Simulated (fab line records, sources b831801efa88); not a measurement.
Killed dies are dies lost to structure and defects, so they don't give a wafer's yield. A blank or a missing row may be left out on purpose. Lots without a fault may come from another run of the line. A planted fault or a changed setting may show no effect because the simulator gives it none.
fab line records | flow sky130
record lots=6 wafers=18 last_day=48
route steps=708 shown VIA3@580 METAL4@598 CAP2M@603 PAD_OPEN@708
lots that met no fault: from a run of the same line without faults
start_h: hours from the record's first day to the start of the lot's first wafer shown | wait_h: hours since the lot's step before | " the same as in the row above | L1.1+2: a row that stands for several wafers | - no value, or no start given | * or withheld: withheld | < > ~ a bound
route shown NAME@n: a module of which the file shows steps, and the number in the route of the first | usual: mean/standard deviation of fault-free wafers | same: alike in all rows | chamber/n: place in a boat | sites: the reading at each site | _std_site: their standard deviation | _edge_site: outer sites' mean less inner sites' | radius_mm: how far each site lies from the wafer's centre | mask NAME#n: copy n | behind: the tool/chamber that last shaped the wafer | hold: why the lot was held/for how many hours/how that ended | device: the transistor (n, p or np) that didn't switch | end of line: the same wafers' tests at the end of the route | a step without rows: its recipe alone | killed: dies lost to structure and defects at the first sort, not the wafer's yield | map: a wafer's dies, x killed, . not, _ none there
set.NAME: the setting as run; set.NAME@STEP: as run at that earlier step | model.NAME: the simulator's own value behind a step, which no gauge read
lots at some steps of the route; a table a step, a row a wafer
services: from which hour (start_h, from the record's first day; less than 0 if before it) a tool's chamber was out of use, for how many hours, and why
## steps
# step SKY_VIA3_COAT_07
# recipe resist=KrF-thick spin_rpm=3000 resist_thk_nm=450
# step SKY_VIA3_SOFTBAKE_08
# recipe temp_c=100 time_s=90 resist=KrF-thick
# step SKY_VIA3_EXPOSE_09
# recipe mask_id=VIM3 na=0.8 source_shape=annular sigma_inner=0.55 sigma_outer=0.85 target_cd_nm=200 dose_mj=38
# step SKY_VIA3_PEB_10
# recipe peb_temp_c=withheld peb_time_s=withheld resist=KrF-thick
# step SKY_VIA3_DEVELOP_11
# recipe develop_time_s=60 resist=KrF-thick dev_temp_c=21
# step SKY_VIA3_CD_MEAS_12
# recipe target_cd_nm=200
# usual cd_nm=199.7/1.7
# columns lot.wafer tool chamber start_h wait_h cd_nm
L431.2 cd_sem-02 - 946.69 - 200.5
L431.4 " - " " 201.6
L431.6 " - " " 200.6
L438.1 cd_sem-02 - 997.17 - 200.0
L438.2 " - " " 201.0
L438.5 " - " " 201.2
L440.1 cd_sem-01 - 1004.79 - 200.8
L440.5 " - " " 202.1
L440.6 " - " " 202.9
L441.2 cd_sem-02 - 1009.04 - 199.6
L441.3 " - " " 200.5
L441.4 " - " " 200.6
L442.2 cd_sem-01 - 1025.01 - 198.1
L442.4 " - " " 196.7
L442.5 " - " " 197.5
L444.3 cd_sem-02 - 1031.56 - 196.6
L444.4 " - " " 196.4
L444.6 " - " " 196.7
# step SKY_VIA3_OVL_MEAS_13
# usual VIA3_OVL=1/6.3
# columns lot.wafer tool chamber start_h wait_h VIA3_OVL[nm]
L431.2 overlay-01 - 946.79 0.1 1
L431.4 " - " " 1
L431.6 " - " " 2
L438.1 overlay-01 - 997.29 0.1 0
L438.2 " - " " 17
L438.5 " - " " 9
L440.1 overlay-01 - 1004.91 0.1 10
L440.5 " - " " 11
L440.6 " - " " 4
L441.2 overlay-01 - 1009.15 0.1 -7
L441.3 " - " " -8
L441.4 " - " " -5
L442.2 overlay-01 - 1025.11 0.1 -1
L442.4 " - " " 6
L442.5 " - " " 2
L444.3 overlay-01 - 1031.65 0.1 4
L444.4 " - " " 4
L444.6 " - " " 11
# step SKY_VIA3_ETCH_14
# recipe chemistry=N2/H2 target=BARC ion_energy_ev=200 source_w=500 bias_w=100 pressure_mtorr=30 n2_flow_sccm=100 h2_flow_sccm=200 stop_on=SiO2 time_s=45.9 target_depth_a=600
# usual chamber_pressure_mTorr=29.998/0.026 drypump_motor_current_A=5.8/0.48 oes_product_au=0.855/0.0048 throttle_valve_pct=13.225/0.009
# columns lot.wafer tool chamber start_h wait_h chamber_pressure_mTorr drypump_motor_current_A oes_product_au rf_hours_counter_h throttle_valve_pct
L431.2 rie_diel-04 1 946.82 0.0 29.989 6.3 0.854 16 13.218
L431.4 " 3 " " 29.988 6.1 0.853 14 13.230
L431.6 " 0 " " 29.992 5.0 0.851 - 13.222
L438.1 rie_diel-02 0 997.33 0.0 30.028 5.9 0.855 0 13.214
L438.2 " 2 " " 29.951 6.4 0.853 9 13.228
L438.5 " 1 " " 29.985 6.1 0.852 - 13.225
L440.1 rie_diel-01 2 1004.94 0.0 29.994 5.9 0.859 24 13.225
L440.5 " 2 " " 29.953 5.8 0.849 - 13.220
L440.6 " 3 " " 30.005 5.2 0.854 - 13.216
L441.2 rie_diel-02 1 1009.18 0.0 29.983 6.2 0.858 5 13.208
L441.3 " 0 " " 29.983 5.9 0.859 0 13.236
L441.4 " 2 " " 29.991 6.4 0.860 10 13.228
L442.2 rie_diel-01 3 1025.14 0.0 29.975 5.3 0.855 12 13.228
L442.4 " 0 " " 30.005 5.4 0.847 21 13.242
L442.5 " 3 " " 29.975 5.3 0.852 - 13.231
L444.3 rie_diel-01 2 1031.68 0.0 30.028 5.8 0.856 26 13.238
L444.4 " 3 " " 30.004 5.3 0.854 - 13.229
L444.6 " 2 " " 29.986 5.9 0.862 - 13.230
# step SKY_VIA3_ETCH_15
# recipe target=SiO2 chemistry=C4F8/O2/Ar target_depth_nm=507 stop_on=TiN mask_material=KrF-thick source_w=1500 bias_w=1200 pressure_mtorr=40 c4f8_flow_sccm=withheld O2_flow_sccm=6 Ar_flow_sccm=300 time_s=78
# step SKY_VIA3_STRIP_16
# recipe chemistry=O2/N2 power_w=1400 pressure_mtorr=1500 platen_temp_c=withheld o2_flow_sccm=3000 n2_flow_sccm=300 overash_fraction=0.5
# step SKY_VIA3_STRIP_17
# recipe chemistry=post_etch_residue_remover time_s=1200 temp_c=72.5
# step SKY_VIA3_CLEAN_18
# recipe chemistry=IPA time_s=180 temp_c=25
# step SKY_VIA3_CLEAN_19
# recipe chemistry=O3/DIW dry=n2_spin
# columns lot.wafer tool chamber start_h wait_h
L431.2+4+6 wet_bench-03 2 947.83 0.1
L438.1+2+5 wet_bench-03 2 997.94 0.0
L440.1+5+6 wet_bench-01 2 1005.55 0.0
L441.2+3+4 wet_bench-02 1 1009.78 0.0
L442.2+4+5 wet_bench-01 0 1025.75 0.0
L444.3+4+6 wet_bench-01 0 1032.31 0.0
# step SKY_VIA3_SPUTTER_20
# recipe material=TiN target_thk_nm=20 chamber_pressure_pa=5 power_w=4000 time_s=81.96
# usual throttle_valve_pct=29.8/1.3
# columns lot.wafer tool chamber start_h wait_h throttle_valve_pct
L431.2 pvd_sputter-03 - 947.92 0.0 29.3
L431.4 " - " " 28.8
L431.6 " - " " 28.6
L438.1 pvd_sputter-01 - 998.03 0.0 32.0
L438.2 " - " " 29.8
L438.5 " - " " 32.1
L440.1 pvd_sputter-02 - 1005.64 0.0 29.7
L440.5 " - " " 28.6
L440.6 " - " " 28.8
L441.2 pvd_sputter-02 - 1009.87 0.0 30.2
L441.3 " - " " 28.6
L441.4 " - " " 29.4
L442.2 pvd_sputter-03 - 1025.84 0.0 28.8
L442.4 " - " " 28.8
L442.5 " - " " 28.6
L444.3 pvd_sputter-01 - 1032.40 0.0 31.7
L444.4 " - " " 32.3
L444.6 " - " " 31.8
# step SKY_VIA3_CVD_21
# recipe material=W target_thk_nm=390 time_s=117.31 temp_c=400 pressure_torr=40
# step SKY_VIA3_RS_MEAS_22
# recipe thk_meas_gauge=four-point-probe reads=W_of_VIA3_CVD_21+TiN_of_VIA3_SPUTTER_20
# usual VIA3_W_RS=0.294/0.003
# columns lot.wafer tool chamber start_h wait_h VIA3_W_RS[ohm/sq]
L431.2 film_metro-04 - 948.12 0.1 0.295
L431.4 " - " " 0.293
L431.6 " - " " 0.296
L438.1 film_metro-02 - 998.21 0.1 0.294
L438.2 " - " " 0.293
L438.5 " - " " 0.292
L440.1 film_metro-02 - 1005.82 0.1 0.295
L440.5 " - " " 0.296
L440.6 " - " " 0.289
L441.2 film_metro-04 - 1010.07 0.1 0.294
L441.3 " - " " 0.301
L441.4 " - " " 0.293
L442.2 film_metro-03 - 1026.04 0.1 0.294
L442.4 " - " " 0.296
L442.5 " - " " 0.295
L444.3 film_metro-03 - 1032.62 0.1 0.290
L444.4 " - " " 0.290
L444.6 " - " " 0.291
# step SKY_VIA3_THK_MEAS_23
# recipe thk_meas_gauge=xrf reads=W_of_VIA3_CVD_21
# usual VIA3_W_THK=406/5.2
# columns lot.wafer tool chamber start_h wait_h VIA3_W_THK[nm]
L431.2 film_metro-04 - 948.23 0.1 410
L431.4 " - " " 412
L431.6 " - " " 406
L438.1 film_metro-02 - 998.33 0.1 406
L438.2 " - " " 407
L438.5 " - " " 410
L440.1 film_metro-02 - 1005.94 0.1 402
L440.5 " - " " 404
L440.6 " - " " 411
L441.2 film_metro-04 - 1010.18 0.1 409
L441.3 " - " " 400
L441.4 " - " " 410
L442.2 film_metro-03 - 1026.15 0.1 406
L442.4 " - " " 403
L442.5 " - " " 406
L444.3 film_metro-03 - 1032.72 0.1 406
L444.4 " - " " 408
L444.6 " - " " 406
# step SKY_VIA3_CMP_24
# recipe stop_on=SiO2 t_overpolish_s=20 down_force_psi=3.5 platen_rpm=60 target_thk_nm=0 pad_velocity_m_s=0.94248
# usual motor_current_A=11.6/0.93 overpolish_run_s=20.000/0.0094 platen_rpm=60.00/0.041 time_to_endpoint_s=92.9/2.9
# columns lot.wafer tool chamber start_h wait_h motor_current_A overpolish_run_s platen_rpm time_to_endpoint_s
L431.2 cmp-01 0 948.33 0.1 13.4 20.020 60.05 90.0
L431.4 " 2 " " 11.4 20.015 60.02 96.1
L431.6 " 3 " " 10.5 19.993 60.02 93.6
L438.2 cmp-01 3 998.39 0.0 10.3 20.026 60.03 89.5
L438.1 " 2 " " 12.1 20.002 59.99 91.9
L438.5 " 3 " " 10.3 19.993 59.98 89.5
L440.1 cmp-02 0 1006.05 0.1 12.3 20.014 60.05 92.5
L440.6 " 3 " " 11.9 20.005 59.93 93.6
L440.5 " 0 " " 12.8 20.007 59.99 92.1
L441.4 cmp-02 1 1010.28 0.1 10.7 20.003 60.04 92.6
L441.2 " 2 " " 11.2 19.984 59.96 87.2
L441.3 " 3 " " 12.0 20.010 60.07 93.3
L442.4 cmp-01 2 1026.25 0.1 11.6 20.002 59.99 92.3
L442.2 " 0 " " 13.2 20.001 59.96 93.0
L442.5 " 2 " " 11.0 19.990 60.01 95.9
L444.3 cmp-01 3 1032.86 0.1 10.3 20.008 59.99 92.0
L444.4 " 0 " " 12.4 19.998 59.97 91.5
L444.6 " 2 " " 12.0 19.995 59.99 92.7
# step SKY_METAL4_SPUTTER_00
# recipe material=Ti target_thk_nm=15 power_w=3000 time_s=10 chamber_pressure_pa=0.4
# usual throttle_valve_pct=30.1/1.4
# columns lot.wafer tool chamber start_h wait_h throttle_valve_pct
L431.2 pvd_sputter-04 - 948.58 0.2 30.7
L431.4 " - " " 30.2
L431.6 " - " " 31.8
L438.1 pvd_sputter-03 - 998.69 0.1 29.6
L438.2 " - " " 28.8
L438.5 " - " " 28.9
L440.1 pvd_sputter-04 - 1006.30 0.2 31.8
L440.5 " - " " 31.3
L440.6 " - " " 30.4
L441.2 pvd_sputter-03 - 1010.53 0.1 28.9
L441.3 " - " " 29.0
L441.4 " - " " 30.2
L442.2 pvd_sputter-01 - 1026.50 0.1 30.0
L442.4 " - " " 32.1
L442.5 " - " " 31.8
L444.3 pvd_sputter-03 - 1033.06 0.1 29.3
L444.4 " - " " 29.1
L444.6 " - " " 29.0
# step SKY_METAL4_SPUTTER_01
# recipe material=TiN target_thk_nm=20 power_w=6500 time_s=16.7 chamber_pressure_pa=0.4
# step SKY_METAL4_SPUTTER_02
# recipe material=AlCu target_thk_nm=735 power_w=10600 time_s=39.1 chamber_pressure_pa=0.4
# step SKY_METAL4_SPUTTER_03
# recipe material=Ti target_thk_nm=5 power_w=3000 time_s=3.3 chamber_pressure_pa=0.4
# usual throttle_valve_pct=30.1/1.4
# columns lot.wafer tool chamber start_h wait_h throttle_valve_pct
L431.2 pvd_sputter-04 - 948.67 0.0 31.1
L431.4 " - " " 30.0
L431.6 " - " " 31.4
L438.1 pvd_sputter-03 - 998.78 0.0 29.5
L438.2 " - " " 29.1
L438.5 " - " " 29.2
L440.1 pvd_sputter-04 - 1006.39 0.0 31.5
L440.5 " - " " 31.0
L440.6 " - " " 30.1
L441.2 pvd_sputter-03 - 1010.62 0.0 28.9
L441.3 " - " " 28.7
L441.4 " - " " 30.0
L442.2 pvd_sputter-01 - 1026.59 0.0 30.2
L442.4 " - " " 32.4
L442.5 " - " " 31.6
L444.3 pvd_sputter-03 - 1033.15 0.0 29.0
L444.4 " - " " 28.7
L444.6 " - " " 29.2
# step SKY_METAL4_SPUTTER_04
# recipe material=TiN target_thk_nm=70 power_w=6500 time_s=58.3 chamber_pressure_pa=0.4
# step SKY_CAP2M_CVD_00
# recipe material=SiO2 target_thk_nm=15.5 temp_c=400 time_s=withheld rf_w=450
# step SKY_CAP2M_THK_MEAS_01
# recipe reads=SiO2_of_CAP2M_CVD_00
# usual CAP2M_CVD_00_THK=15.55/0.27
# columns lot.wafer tool chamber start_h wait_h CAP2M_CVD_00_THK[nm]
L431.2 film_metro-01 - 948.77 - 15.47
L431.4 " - " " 15.57
L431.6 " - " " 15.73
L438.1 film_metro-04 - 998.87 - 15.56
L438.2 " - " " 15.10
L438.5 " - " " 15.39
L440.1 film_metro-01 - 1006.48 - 15.44
L440.5 " - " " 15.39
L440.6 " - " " 15.79
L441.2 film_metro-03 - 1010.72 - 15.62
L441.3 " - " " 15.60
L441.4 " - " " 15.71
L442.2 film_metro-03 - 1026.69 - 15.11
L442.4 " - " " 15.28
L442.5 " - " " 15.46
L444.3 film_metro-04 - 1033.26 - 15.73
L444.4 " - " " 15.81
L444.6 " - " " 15.95
# step SKY_CAP2M_SPUTTER_02
# recipe material=TiN target_thk_nm=200 temp_c=300 power_w=6500 time_s=166.7 chamber_pressure_pa=0.4
# step SKY_CAP2M_RS_MEAS_03
# recipe thk_meas_gauge=four-point-probe reads=TiN_of_CAP2M_SPUTTER_02
# usual CAP2M_TIN_RS=6.87/0.076
# columns lot.wafer tool chamber start_h wait_h CAP2M_TIN_RS[ohm/sq]
L431.2 film_metro-04 - 948.95 0.1 6.82
L431.4 " - " " 6.86
L431.6 " - " " 6.72
L438.1 film_metro-01 - 999.04 0.1 6.92
L438.2 " - " " 6.81
L438.5 " - " " 6.92
L440.1 film_metro-04 - 1006.65 0.1 6.93
L440.5 " - " " 6.91
L440.6 " - " " 6.89
L441.2 film_metro-04 - 1010.90 0.1 6.85
L441.3 " - " " 6.86
L441.4 " - " " 6.88
L442.2 film_metro-04 - 1026.87 0.1 6.89
L442.4 " - " " 6.86
L442.5 " - " " 6.85
L444.3 film_metro-03 - 1033.45 0.1 7.00
L444.4 " - " " 6.90
L444.6 " - " " 6.98
# step SKY_CAP2M_THK_MEAS_04
# recipe thk_meas_gauge=xrf reads=TiN_of_CAP2M_SPUTTER_02
# usual CAP2M_TIN_THK=202.8/2.2
# columns lot.wafer tool chamber start_h wait_h CAP2M_TIN_THK[nm]
L431.2 film_metro-04 - 949.06 0.1 204.7
L431.4 " - " " 202.7
L431.6 " - " " 207.1
L438.1 film_metro-01 - 999.16 0.1 202.5
L438.2 " - " " 204.9
L438.5 " - " " 202.1
L440.1 film_metro-04 - 1006.77 0.1 200.9
L440.5 " - " " 201.6
L440.6 " - " " 202.4
L441.2 film_metro-04 - 1011.01 0.1 203.8
L441.3 " - " " 202.7
L441.4 " - " " 202.8
L442.2 film_metro-04 - 1026.98 0.1 202.7
L442.4 " - " " 202.4
L442.5 " - " " 202.8
L444.3 film_metro-03 - 1033.55 0.1 199.6
L444.4 " - " " 202.6
L444.6 " - " " 200.2
# step SKY_CAP2M_DEHYDRATE_05
# recipe temp_c=200 time_s=60
# step SKY_CAP2M_HMDS_06
# recipe prime_time_s=60 prime_temp_c=120
# step SKY_CAP2M_COAT_07
# recipe resist=NOVOLAK spin_rpm=3000 resist_thk_nm=1140
# step SKY_CAP2M_SOFTBAKE_08
# recipe temp_c=90 time_s=60 resist=NOVOLAK
# step SKY_CAP2M_EXPOSE_09
# recipe mask_id=CAP2M na=0.6 source_shape=conventional sigma_outer=0.6 polarization=unpolarized target_cd_nm=1000 dose_mj=159
# step SKY_CAP2M_PEB_10
# recipe temp_c=withheld time_s=* resist=NOVOLAK
# step SKY_CAP2M_DEVELOP_11
# recipe resist=NOVOLAK developer=TMAH develop_time_s=60 dev_temp_c=23.59
# step SKY_CAP2M_OVL_MEAS_12
# usual CAP2M_OVL=-0.3/1.4
# columns lot.wafer tool chamber start_h wait_h CAP2M_OVL[nm]
L431.2 overlay-02 - 972.49 0.1 0.2
L431.4 " - " " 0.6
L431.6 " - " " 0.8
L438.1 overlay-01 - 1021.92 0.1 -0.9
L438.2 " - " " -1.1
L438.5 " - " " -2.7
L440.1 overlay-01 - 1029.68 0.1 0.7
L440.5 " - " " 0.3
L440.6 " - " " -0.2
L441.2 overlay-02 - 1033.74 0.1 -0.9
L441.3 " - " " -3.3
L441.4 " - " " -1.4
L442.2 overlay-01 - 1049.44 0.1 -0.2
L442.4 " - " " 0.3
L442.5 " - " " -0.1
L444.3 overlay-01 - 1055.78 0.1 1.1
L444.4 " - " " 1.4
L444.6 " - " " 3.4
# step SKY_CAP2M_METAL_ETCH_13
# recipe target_depth_nm=220 stop_on=SiO2 chemistry=Cl2/BCl3 target=TiN pressure_mtorr=10 icp_w=900 bias_w=48.5 Cl2_flow_sccm=60 bcl3_flow_sccm=30 time_s=62.9
# step SKY_CAP2M_STRIP_14
# recipe chemistry=O2/N2 power_w=1400 pressure_mtorr=1500 platen_temp_c=withheld o2_flow_sccm=3000 n2_flow_sccm=300 overash_fraction=0.5
# step SKY_CAP2M_STRIP_15
# recipe chemistry=post_etch_residue_remover time_s=1200 temp_c=72.5
# step SKY_CAP2M_CLEAN_16
# recipe chemistry=IPA time_s=180 temp_c=25
# step SKY_CAP2M_CLEAN_17
# recipe chemistry=O3/DIW dry=n2_spin
# step SKY_METAL4_DEHYDRATE_05
# recipe temp_c=200 time_s=60
# step SKY_PAD_OPEN_PROBE_99
# usual defect_limited_yield=82.2/1.9 killed_at_M0_to_M3=43/6.3 killed_at_M4_up=3.3/1.7 killed_at_contacts=24/5.4 killed_at_front_end=16/4.6 killed_at_other=0.4/0.7 killed_dies=87/9.4 killed_open=47/6.9 killed_short=39/6.1 sort_bin_3_pad_short=0.9/0.45 sort_bin_5_function=10.6/1.5 sort_bin_6_memory=6.3/1.2 sort_n_pass=405/9.4 sort_yield_pct=82.2/1.9
# same gross_dies=492 killed_at_back_side=0 sort_bin_4_leakage[%]=0 sort_bin_8_speed[%]=0
# columns lot.wafer tool chamber start_h wait_h defect_limited_yield[%] killed_at_M0_to_M3 killed_at_M4_up killed_at_contacts killed_at_front_end killed_at_other killed_dies killed_open killed_short sort_bin_3_pad_short[%] sort_bin_5_function[%] sort_bin_6_memory[%] sort_n_pass sort_yield_pct[%] model.etest.tester.sort_n_pass model.etest.tester.sort_yield_pct model.etest.tester.sort_bin_5_pct model.etest.tester.sort_bin_3_pct
L431.2 prober-01 - 1091.36 0.1 83.7 41 7 19 13 0 80 39 41 1.0 9.8 5.5 412 83.7 412 83.74 9.756 1.016
L431.4 prober-01 - 1091.46 0.2 82.7 51 4 15 15 0 85 42 43 0.2 10.2 6.9 407 82.7 407 82.72 10.16 0.2033
L431.6 prober-01 - 1091.56 0.2 80.3 45 9 24 19 0 97 55 42 1.0 12.6 6.1 395 80.3 395 80.28 12.6 1.016
L438.1 prober-02 - 1134.61 0.1 86.2 32 3 16 17 0 68 32 36 0.6 7.5 5.7 424 86.2 424 86.18 7.52 0.6098
L438.2 prober-02 - 1134.66 0.1 84.3 43 2 24 7 1 77 50 27 0.6 8.3 6.7 415 84.3 415 84.35 8.333 0.6098
L438.5 prober-02 - 1134.81 0.2 81.5 44 3 30 13 1 91 42 49 1.4 11.6 5.5 401 81.5 401 81.5 11.59 1.423
L440.1 prober-01 - 1138.04 0.1 80.5 49 1 29 17 0 96 46 50 0.6 12.0 6.9 396 80.5 396 80.49 11.99 0.6098
L440.5 prober-01 - 1138.24 0.2 81.3 40 3 34 14 1 92 51 40 1.6 11.8 5.3 400 81.3 400 81.3 11.79 1.626
L440.6 prober-01 - 1138.29 0.2 79.9 48 3 25 22 1 99 53 45 0.4 12.4 7.3 393 79.9 393 79.88 12.4 0.4065
L441.2 prober-01 - 1144.33 0.1 81.1 39 3 25 26 0 93 57 36 0.2 11.0 7.7 399 81.1 399 81.1 10.98 0.2033
L441.3 prober-01 - 1144.38 0.2 83.9 56 3 11 9 0 79 41 38 0.6 8.7 6.7 413 83.9 413 83.94 8.74 0.6098
L441.4 prober-01 - 1144.43 0.2 80.1 49 3 21 24 1 98 56 42 0.6 12.6 6.7 394 80.1 394 80.08 12.6 0.6098
L442.2 prober-02 - 1156.90 0.1 75.2 79 4 24 14 1 122 36 44 2.0 17.1 5.7 370 75.2 370 75.2 17.07 2.033
L442.4 prober-02 - 1157.00 0.2 73.4 75 4 35 17 0 131 54 40 3.5 14.6 8.5 361 73.4 361 73.37 14.63 3.455
L442.5 prober-02 - 1157.05 0.2 74.6 77 4 31 13 0 125 55 35 2.0 15.0 8.3 367 74.6 367 74.59 15.04 2.033
L444.3 prober-02 - 1159.55 0.2 75.0 79 3 17 23 1 123 53 33 1.8 16.5 6.7 369 75.0 369 75 16.46 1.829
L444.4 prober-02 - 1159.60 0.2 75.2 76 2 32 12 0 122 46 40 2.0 15.2 7.5 370 75.2 370 75.2 15.24 2.033
L444.6 prober-02 - 1159.70 0.2 72.8 90 3 24 17 0 134 62 41 1.8 16.9 8.5 358 72.8 358 72.76 16.87 1.829
# killed by level:class
L431.2 VIA2:geometric_particle:open=9 VIA1:geometric_particle:open=9 LI_CONTACT:geometric_particle:open=7 METAL2:geometric_particle:short=7 CONTACT:geometric_particle:short=6 METAL1:geometric_particle:short=5 FIELD_ISO:geometric_particle:short=4 CONTACT:geometric_particle:open=4
L431.4 METAL1:geometric_particle:short=10 CONTACT:geometric_particle:open=9 VIA1:geometric_particle:open=8 VIA2:geometric_particle:open=8 METAL2:geometric_particle:short=6 FIELD_ISO:geometric_particle:open=4 CONTACT:geometric_particle:short=4 VIA3:geometric_particle:short=4
L431.6 VIA3:geometric_particle:open=9 VIA1:geometric_particle:open=8 CONTACT:geometric_particle:open=8 METAL4:geometric_particle:short=8 POLY_GATE:geometric_particle:open=6 VIA2:geometric_particle:open=6 FIELD_ISO:geometric_particle:open=4 FIELD_ISO:geometric_particle:short=4
L438.1 VIA1:geometric_particle:open=7 METAL2:geometric_particle:short=6 CONTACT:geometric_particle:open=6 VIA2:geometric_particle:open=6 FIELD_ISO:geometric_particle:open=4 POLY_GATE:geometric_particle:short=4 LI_CONTACT:geometric_particle:open=3 CONTACT:geometric_particle:short=3
L438.2 VIA1:geometric_particle:open=11 LI_CONTACT:geometric_particle:open=9 VIA2:geometric_particle:open=9 CONTACT:geometric_particle:open=6 VIA3:geometric_particle:open=6 CONTACT:geometric_particle:short=4 METAL2:geometric_particle:short=4 LOCAL_INTERCONNECT:geometric_particle:short=3
L438.5 CONTACT:geometric_particle:open=11 VIA2:geometric_particle:open=9 METAL1:geometric_particle:short=8 CONTACT:geometric_particle:short=7 VIA1:geometric_particle:open=6 VIA3:geometric_particle:open=6 LI_CONTACT:geometric_particle:open=5 LI_CONTACT:geometric_particle:short=5
L440.1 CONTACT:geometric_particle:open=10 CONTACT:geometric_particle:short=9 METAL1:geometric_particle:short=8 VIA1:geometric_particle:open=8 LI_CONTACT:geometric_particle:open=7 METAL2:geometric_particle:short=7 VIA2:geometric_particle:open=7 VIA1:geometric_particle:short=6
L440.5 CONTACT:geometric_particle:open=15 VIA3:geometric_particle:open=9 LI_CONTACT:geometric_particle:open=7 VIA1:geometric_particle:open=6 METAL1:geometric_particle:short=6 CONTACT:geometric_particle:short=5 VIA1:geometric_particle:short=5 FIELD_ISO:geometric_particle:short=4
L440.6 VIA1:geometric_particle:open=10 CONTACT:geometric_particle:open=9 VIA3:geometric_particle:open=9 METAL1:geometric_particle:short=8 LI_CONTACT:geometric_particle:open=8 POLY_GATE:geometric_particle:open=6 FIELD_ISO:geometric_particle:short=5 POLY_GATE:geometric_particle:short=5
L441.2 VIA1:geometric_particle:open=12 CONTACT:geometric_particle:open=11 FIELD_ISO:geometric_particle:open=7 POLY_GATE:geometric_particle:open=7 POLY_GATE:geometric_particle:short=6 METAL1:geometric_particle:short=6 LI_CONTACT:geometric_particle:open=6 VIA3:geometric_particle:open=5
L441.3 VIA1:geometric_particle:open=15 METAL1:geometric_particle:short=9 VIA1:geometric_particle:short=6 VIA3:geometric_particle:open=6 VIA2:geometric_particle:open=5 FIELD_ISO:geometric_particle:open=4 CONTACT:geometric_particle:open=4 VIA2:geometric_particle:short=4
L441.4 VIA1:geometric_particle:open=16 CONTACT:geometric_particle:open=10 POLY_GATE:geometric_particle:open=7 VIA1:geometric_particle:short=7 POLY_GATE:geometric_particle:short=6 VIA3:geometric_particle:open=6 METAL1:geometric_particle:short=5 FIELD_ISO:geometric_particle:open=4
L442.2 VIA3:unspecified=38 VIA1:geometric_particle:open=9 CONTACT:geometric_particle:open=8 METAL1:geometric_particle:short=6 LI_CONTACT:geometric_particle:open=5 CONTACT:geometric_particle:short=5 VIA3:geometric_particle:open=5 VIA1:geometric_particle:short=5
L442.4 VIA3:unspecified=36 LI_CONTACT:geometric_particle:open=15 CONTACT:geometric_particle:open=9 VIA1:geometric_particle:open=9 CONTACT:geometric_particle:short=7 METAL1:geometric_particle:short=5 VIA1:geometric_particle:short=5 METAL3:geometric_particle:short=5
L442.5 VIA3:unspecified=33 CONTACT:geometric_particle:open=13 VIA3:geometric_particle:open=11 VIA1:geometric_particle:open=9 METAL2:geometric_particle:short=7 LI_CONTACT:geometric_particle:open=7 VIA2:geometric_particle:open=6 METAL3:geometric_particle:short=5
L444.3 VIA3:unspecified=37 CONTACT:geometric_particle:open=9 VIA2:geometric_particle:open=7 VIA3:geometric_particle:open=7 LI_CONTACT:geometric_particle:open=6 METAL2:geometric_particle:short=6 VIA1:geometric_particle:open=6 FIELD_ISO:geometric_particle:open=5
L444.4 VIA3:unspecified=36 VIA2:geometric_particle:open=11 LI_CONTACT:geometric_particle:open=8 CONTACT:geometric_particle:short=8 VIA1:geometric_particle:open=8 CONTACT:geometric_particle:open=6 METAL2:geometric_particle:short=6 LI_CONTACT:geometric_particle:short=5
L444.6 VIA3:unspecified=31 CONTACT:geometric_particle:open=14 METAL2:geometric_particle:short=10 VIA1:geometric_particle:open=9 VIA3:geometric_particle:open=8 METAL1:geometric_particle:short=6 VIA2:geometric_particle:open=6 VIA2:geometric_particle:short=6
# map L442.4 (x killed, . not)
__________.......x.._________
________....x..x......_______
______.x....x.....x..x.x_____
_____..xx................____
____.....x..............x.___
___......xx.x..x...x.......__
__.....x.........x.xx......x_
_.......x..x.x....x.........x
_..x..........xxx..x.........
_...xx.xx...xxx..x.x.......xx
_..x.x......x......xx.x...x..
_..x...........x.x.x.x.....x.
_.x....x...xx...........xx...
_...x..................x.x...
_..x.........x..x.........x.x
__...xx.xxx..x..x.x......x.._
___.x..x....xx.x..x.....x..__
____...x.xx..xxxxx.x......___
_____x...xxx..xxxxxx...x.____
______......xxxxxxx....._____
________..xxxxxxxxx..._______
__________xx.xxxxxxx_________
# map L444.6 (x killed, . not)
__________....x....._________
________....xx.......x_______
______....xx..x.x..x...x_____
_____.............x......____
____x....x......x.x.......___
___.x.x...x..........xx...x__
__x.x.......xx.x..x.xxx....._
_..........x.......x....x...x
_..x.x...........x...x...x...
_..x...........x....xx.......
_.x....x...xx.x..xxx.......x.
_...xx...x.x..x.....xx.....xx
_.xxx.xx...................x.
_x..x.x...x..x.x....x........
_.................xx......x..
__..x...x...x.......x.x....._
___...x....x....x....x.....__
____.xx.......x.x..x..x...___
_____x....x.xx.xxxx...x..____
______..xx.xxxxxxxxxxx.x_____
________xx.xxxxxxxxxx._______
__________...xxxxxxx_________
## services
# columns tool chamber start_h hours kind
cmp-01 - 932.72 3.7 repair
rie_diel-01 - 936.06 0.4 repair
rie_diel-02 1 941.08 6.9 repair
cmp-02 - 941.84 3.0 repair
wet_bench-01 - 943.88 4.1 repair
cmp-02 - 950.30 9.6 repair
rie_diel-02 0 950.45 2.3 repair
rie_diel-01 1 958.56 2.4 repair
pvd_sputter-01 3 969.04 - consumable_replace:kit
pvd_sputter-01 3 969.04 18.0 scheduled_down
pvd_sputter-01 3 969.04 18.0 vent_cycle
rie_diel-04 - 969.63 2.8 pm
rie_diel-02 0 972.10 - clean
rie_diel-04 2 972.43 2.5 repair
cmp-01 - 979.45 0.2 repair
cmp-01 - 980.92 1.7 repair
cmp-01 - 982.61 6.2 pm
rie_diel-04 3 986.15 2.4 repair
pvd_sputter-03 - 997.14 1.0 repair
pvd_sputter-01 - 1003.49 7.4 repair
pvd_sputter-01 - 1011.39 7.3 repair
rie_diel-01 1 1026.49 - clean
rie_diel-01 1 1026.49 21.5 scheduled_down
rie_diel-01 1 1026.49 21.5 vent_cycle
## key
first_sign step=SKY_PAD_OPEN_PROBE_99 reading=killed_at_M0_to_M3 direction=up sigmas=5.7 usual=43 struck=79
effect step=SKY_PAD_OPEN_PROBE_99 reading=sort_n_pass direction=down sigmas=4.1 usual=405 struck=366
model_effect step=SKY_PAD_OPEN_PROBE_99 value=etest.tester.sort_n_pass without=397.8 struck=365.8
met_at SKY_VIA3_CLEAN_19
struck_wafers L442.2,L442.4,L442.5,L444.3,L444.4,L444.6
onset_between 1005.55 1025.75
also_fits time
fault kind=chamber_particle_source tool=wet_bench-01 chamber=- onset_h=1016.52 steps=SKY_VIA3_CLEAN_19 rate_per_visit_cm2=0.50208 end_h=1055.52
